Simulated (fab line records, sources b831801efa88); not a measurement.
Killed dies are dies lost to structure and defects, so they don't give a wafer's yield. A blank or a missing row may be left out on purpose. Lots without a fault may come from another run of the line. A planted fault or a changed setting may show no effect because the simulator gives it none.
Which tool did it? | flow sfq_line | 14 lots, 40 wafers sampled, at 3 steps of a route of 325

WHAT THE GAUGES READ, wafer by wafer
The record holds no reading of a measuring or inspecting step that can be judged against a usual standard deviation.

WHICH TOOL RAN EACH LOT (tool, then ch and the chambers of the sampled wafers, then the start)
lot  | SFQ_TRILAYER_I0_CMP_CMP_028   | SFQ_TRILAYER_I0_METRO_MEASURE_029 | SFQ_TRILAYER_I0_VIA_ETCH_VIA_ETCH_034
L550 | cmp-02 ch 2,3, day 8 21:43    | film_metro-04, day 9 00:32        | rie_diel-04 ch 0,1,3, day 12 21:58
L552 | cmp-01 ch 0,2, day 9 02:27    | film_metro-04, day 9 05:04        | rie_diel-03 ch 0,2, day 13 01:49
L553 | cmp-01 ch 1,2,3, day 9 04:57  | film_metro-04, day 9 08:04        | rie_diel-03 ch 1,2,3, day 13 06:37
L554 | cmp-02 ch 2,3, day 9 13:56    | film_metro-03, day 9 16:33        | rie_diel-03 ch 1,3, day 13 16:13
L555 | cmp-01 ch 0,2,3, day 9 13:57  | film_metro-04, day 9 17:04        | rie_diel-02 ch 1,3, day 13 17:25
L556 | cmp-01 ch 0,2,3, day 9 17:57  | film_metro-04, day 9 20:04        | rie_diel-04 ch 0,2,3, day 13 22:13
L557 | cmp-02 ch 0,1,2, day 9 23:26  | film_metro-01, day 10 01:33       | rie_diel-02 ch 1,2,3, day 14 04:13
L560 | cmp-01 ch 0,1,3, day 10 14:57 | film_metro-03, day 10 17:04       | rie_diel-02 ch 0,1,2, day 15 03:53
L568 | cmp-01 ch 0, day 12 12:47     | film_metro-01, day 12 16:30       | rie_diel-04 ch 2, day 16 23:50
L569 | cmp-01 ch 2,3, day 12 22:58   | film_metro-01, day 13 02:05       | rie_diel-03 ch 3, day 17 09:26
L570 | cmp-01 ch 0,3, day 17 08:02   | film_metro-03, day 17 11:22       | rie_diel-03 ch 0,2, day 17 15:38
L571 | cmp-01 ch 1,2,3, day 17 11:32 | film_metro-03, day 17 14:34       | rie_diel-04 ch 0,2, day 17 18:02
L572 | cmp-01 ch 1,2,3, day 17 15:02 | film_metro-01, day 17 17:10       | rie_diel-03 ch 0,1,2, day 17 20:41
L573 | cmp-01 ch 0,1,3, day 17 18:32 | film_metro-01, day 17 20:46       | rie_diel-02 ch 0,1, day 17 23:41
- SFQ_TRILAYER_I0_CMP_CMP_028: polishes SiO2.
- SFQ_TRILAYER_I0_METRO_MEASURE_029
- SFQ_TRILAYER_I0_VIA_ETCH_VIA_ETCH_034: etches SiO2 in CHF3, stops on Nb, target depth 260 nm.

WHAT THE TOOLS THEMSELVES READ (means of the sampled wafers that have a number; where no wafer has one, the mark that the record gives instead)
SFQ_TRILAYER_I0_CMP_CMP_028.
lot  | tool   | head_pressure_psi (psi) | motor_current_A (A) | time_to_endpoint_s (s)
L550 | cmp-02 | 2.998                   | 11.1                | 216
L552 | cmp-01 | 3.003                   | 10.8                | 215
L553 | cmp-01 | 3.000                   | 10.8                | 202
L554 | cmp-02 | 3.000                   | 11.4                | 207
L555 | cmp-01 | 2.999                   | 10.3                | 213
L556 | cmp-01 | 2.998                   | 10.6                | 213
L557 | cmp-02 | 3.000                   | 10.6                | 212
L560 | cmp-01 | 3.001                   | 11.0                | 206
L568 | cmp-01 | 2.995                   | 10.7                | 243
L569 | cmp-01 | 2.999                   | 10.8                | 283
L570 | cmp-01 | 2.999                   | 10.9                | 205
L571 | cmp-01 | 3.005                   | 10.8                | 218
L572 | cmp-01 | 3.003                   | 10.9                | 206
L573 | cmp-01 | 3.001                   | 10.6                | 215

SFQ_TRILAYER_I0_METRO_MEASURE_029.
lot  | tool          | thk_nm (nm)
L550 | film_metro-04 | 199.6
L552 | film_metro-04 | 200.4
L553 | film_metro-04 | 199.1
L554 | film_metro-03 | 198.6
L555 | film_metro-04 | 200.0
L556 | film_metro-04 | 200.5
L557 | film_metro-01 | 200.6
L560 | film_metro-03 | 198.2
L568 | film_metro-01 | 251.3
L569 | film_metro-01 | 307.4
L570 | film_metro-03 | 200.3
L571 | film_metro-03 | 200.1
L572 | film_metro-01 | 199.0
L573 | film_metro-01 | 198.4

SFQ_TRILAYER_I0_VIA_ETCH_VIA_ETCH_034.
lot  | tool        | drypump_motor_current_A (A) | oes_product_au (a.u.)
L550 | rie_diel-04 | 5.6                         | 0.849
L552 | rie_diel-03 | 5.7                         | 0.856
L553 | rie_diel-03 | 5.6                         | 0.853
L554 | rie_diel-03 | 5.7                         | 0.851
L555 | rie_diel-02 | 5.2                         | 0.852
L556 | rie_diel-04 | 5.8                         | 0.862
L557 | rie_diel-02 | 5.3                         | 0.857
L560 | rie_diel-02 | 5.7                         | 0.847
L568 | rie_diel-04 | 5.5                         | 0.924
L569 | rie_diel-03 | 5.7                         | 1.016
L570 | rie_diel-03 | 5.8                         | 0.854
L571 | rie_diel-04 | 5.7                         | 0.853
L572 | rie_diel-03 | 5.8                         | 0.847
L573 | rie_diel-02 | 5.5                         | 0.857

THE ANSWER, worked out from the rows above alone
Rule: what is usual is taken from the lots themselves. Put in order of their means at a reading, lots are off if they are a third of the lots or fewer, leave a main group of 4 or more, and stand apart from it by a gap of 3 or more times the standard deviation of the main group's means; of several such gaps the widest counts. A main group whose means are all the same, to the digits that the tables above print for the reading, isn't used. A lot without any number at a reading at which 4 lots or more have one is off too. The other lots that the step has rows for count as sound. The gauges are gone through in route order, then the tools' own readings, and for those a lot's mean is taken as printed above. The first step at which some lot is off is used, and at that step the reading that is off furthest; a lot without a number counts as furthest.
Off: L568, L569, at SFQ_TRILAYER_I0_CMP_CMP_028 (time_to_endpoint_s). The main group: mean 211 s, standard deviation 5.
A tool fits if, at that step or a process step before it, it ran every lot that is off, and no sound lot after the first of them. None of those tried fits.

WHAT THE SIMULATOR HAD PUT IN
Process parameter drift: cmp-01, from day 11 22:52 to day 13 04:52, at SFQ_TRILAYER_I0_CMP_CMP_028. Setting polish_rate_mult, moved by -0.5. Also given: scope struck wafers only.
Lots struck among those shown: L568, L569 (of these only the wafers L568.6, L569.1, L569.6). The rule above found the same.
